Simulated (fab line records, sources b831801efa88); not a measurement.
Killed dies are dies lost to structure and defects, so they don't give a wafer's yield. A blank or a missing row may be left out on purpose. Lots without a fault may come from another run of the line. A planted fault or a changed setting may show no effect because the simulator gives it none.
Chamber matching | flow gf180mcu | GF_HV_LDD_ETCHBACK_58 on rie_diel-02: 4 sister chambers
The step etches Si3N4 in CH3F/O2, stops on SiO2, time 100 s, target depth 90 nm. 14 wafers are shown with their chamber, then 6 later ones without.

WAFERS WITH THEIR CHAMBER
wafer  | chamber | drypump_motor_current_A (A) | oes_product_au (a.u.) | chamber_pressure_mTorr (mTorr)
L074.2 | 1       | 5.8                         | 0.823                 | 25.050
L074.3 | 2       | 6.3                         | 0.840                 | 25.026
L074.5 | 0       | 5.5                         | 0.835                 | 24.975
L079.2 | 3       | 6.0                         | 0.836                 | 24.986
L079.3 | 2       | 6.3                         | 0.845                 | 25.044
L079.5 | 3       | 6.1                         | 0.850                 | 25.025
L081.2 | 0       | 5.5                         | 0.833                 | 25.017
L081.4 | 1       | 5.8                         | 0.833                 | 25.010
L081.6 | 0       | 5.5                         | 0.836                 | 25.010
L083.1 | 0       | 5.5                         | 0.839                 | 25.027
L083.4 | 3       | 6.0                         | 0.837                 | 25.048
L083.6 | 0       | 5.5                         | 0.836                 | 24.970
L085.2 | 3       | 6.0                         | 0.837                 | 25.005
L085.3 | 1       | 5.8                         | 0.835                 | 24.978

SIGNATURES (means of the wafers above)
reading                 | chamber 0 | chamber 1 | chamber 2 | chamber 3 | scatter within a chamber
drypump_motor_current_A | 5.500     | 5.800     | 6.300     | 6.025     | 0.0274
oes_product_au          | 0.83580   | 0.83033   | 0.84250   | 0.84000   | 0.00498
chamber_pressure_mTorr  | 24.99980  | 25.01267  | 25.03500  | 25.01600  | 0.0274
Rule: a wafer's distance from a chamber is the root of the sum, over the readings, of the square of ((its reading less the chamber's mean) divided by the reading's scatter). The wafer belongs to the nearest chamber; if the next one is less than 2 further off, it can't be placed. The scatter: the root of (the sum of the squares of (reading less its chamber's mean) over the shown wafers, divided by (wafers less chambers)).

WAFERS WITHOUT THEIR CHAMBER
wafer  | drypump_motor_current_A (A) | oes_product_au (a.u.) | chamber_pressure_mTorr (mTorr)
L085.5 | 5.9                         | 0.841                 | 25.005
L087.1 | 6.0                         | 0.841                 | 24.986
L087.2 | 5.5                         | 0.841                 | 24.983
L096.2 | 6.3                         | 0.856                 | 24.996
L096.5 | 5.8                         | 0.853                 | 25.024
L096.6 | 5.5                         | 0.854                 | 24.993

WHICH CHAMBER EACH WENT THROUGH
wafer  | from the rows above     | in truth
L085.5 | can't be placed: 1 or 3 | 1
L087.1 | 3                       | 3
L087.2 | 0                       | 0
L096.2 | 2                       | 2
L096.5 | 1                       | 1
L096.6 | 0                       | 0
Placed correctly: 5 of 6. Can't be placed from these rows: 1 (the true chamber is among the candidates in 1). Placed wrongly: 0.
